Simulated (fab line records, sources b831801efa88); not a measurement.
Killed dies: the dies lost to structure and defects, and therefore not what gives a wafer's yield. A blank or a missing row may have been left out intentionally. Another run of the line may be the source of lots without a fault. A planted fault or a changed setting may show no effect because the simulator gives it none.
A single fault, viewed from 2 desks -- flow gf180mcu -- every desk sees just its own numbers, and what lay behind them comes last

THE TOOL OWNER'S DESK: rie-diel-04
The tool's own readings at GF_HV_LDD_ETCHBACK_58 (etches Si3N4 in CH3F/O2, stops on SiO2, time 100 s, target depth 90 nm): means of the sampled wafers that have a number, for each lot that ran on this tool. The brackets show how far a lot's mean lies from the usual mean; more than 4 standard deviations puts the lot out of limits, marked OUT.
Columns: A = drypump-motor-current-A at GF_HV_LDD_ETCHBACK_58, usual 5.5 A; B = oes-product-au at GF_HV_LDD_ETCHBACK_58, usual 0.843 a.u.; C = rf-fwd-power-W at GF_HV_LDD_ETCHBACK_58, usual 396.9 W; D = throttle-valve-pct at GF_HV_LDD_ETCHBACK_58, usual 10.561 %
lot,first seen here,A,B,C,D
L484,day 16 02:28,5.5,0.843,397.0,10.565
L486,day 16 21:01,5.8,0.835,418.1 (+15) OUT,10.562
L487,day 17 02:00,5.7,0.849,418.6 (+16) OUT,10.563
Finding of this desk: L486, L487 out of limits; the first was L486 at day 16 21:01, on rf-fwd-power-W at GF_HV_LDD_ETCHBACK_58. In limits: L484.

FROM THE METROLOGY DESK
Lot by lot, what the gauges showed, no matter which tool ran the lot: averages of those sampled wafers that carry a number. The brackets show how far a lot's mean lies from the usual mean; more than 4 standard deviations puts the lot out of limits, marked OUT. 7 of its 12 readings are shown, namely those furthest out on some lot.
Columns: A = HV_LDD_03_OVL at GF_HV_LDD_OVL_MEAS_47, usual 0.2 nm; B = HV_LDD_CVD_54_THK at GF_HV_LDD_THK_MEAS_55, usual 10.01 nm; C = HV_LDD_CVD_56_THK at GF_HV_LDD_THK_MEAS_57, usual 90.0 nm; D = cd-nm at GF_NSD_CD_MEAS_07, usual 400.0 nm; E = NSD_TW at GF_NSD_TW_MEAS_12, usual 4233; F = PSD_OVL at GF_PSD_OVL_MEAS_08, usual -0.2 nm; G = PSD_TW at GF_PSD_TW_MEAS_11, usual 3163
lot,first seen here,A,B,C,D,E,F,G
L482,day 15 04:52,1.3,9.91,91.4,400.8,4229,-1.8,3146
L484,day 15 23:12,1.8,10.00,89.2,398.0,4272,-0.6,3201
L486,day 16 17:03,0.0,10.03,89.0,400.7,4220,-1.4,3148
L487,day 16 22:46,-1.4,10.23,91.0,394.6,4262,-0.7,3192
L495,day 19 17:44,-0.3,9.81,90.3,400.8,4257,1.3,3147
L496,day 20 08:36,2.0,9.90,89.4,398.2,4224,-0.0,3142
Result from this desk: across the 6 lots, nothing is out of limits.

TAKEN TOGETHER
On L486, L487, at day 16 21:01, an alarm was possible from the tool owner's desk.
From the metrology desk's view, nothing was out of limits.
The metrology desk has L486, L487 on record, within its limits.
Every lot named ran GF_HV_LDD_ETCHBACK_58 on rie-diel-04.

WHAT THE SIMULATOR PUT IN
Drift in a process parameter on rie-diel-04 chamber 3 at GF_HV_LDD_ETCHBACK_58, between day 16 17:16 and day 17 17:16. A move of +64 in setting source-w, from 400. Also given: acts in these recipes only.
Struck lots among those shown: L486, L487.
Delay in hours, fault start to first out-of-limits reading, by desk: the tool owner's desk at 4.
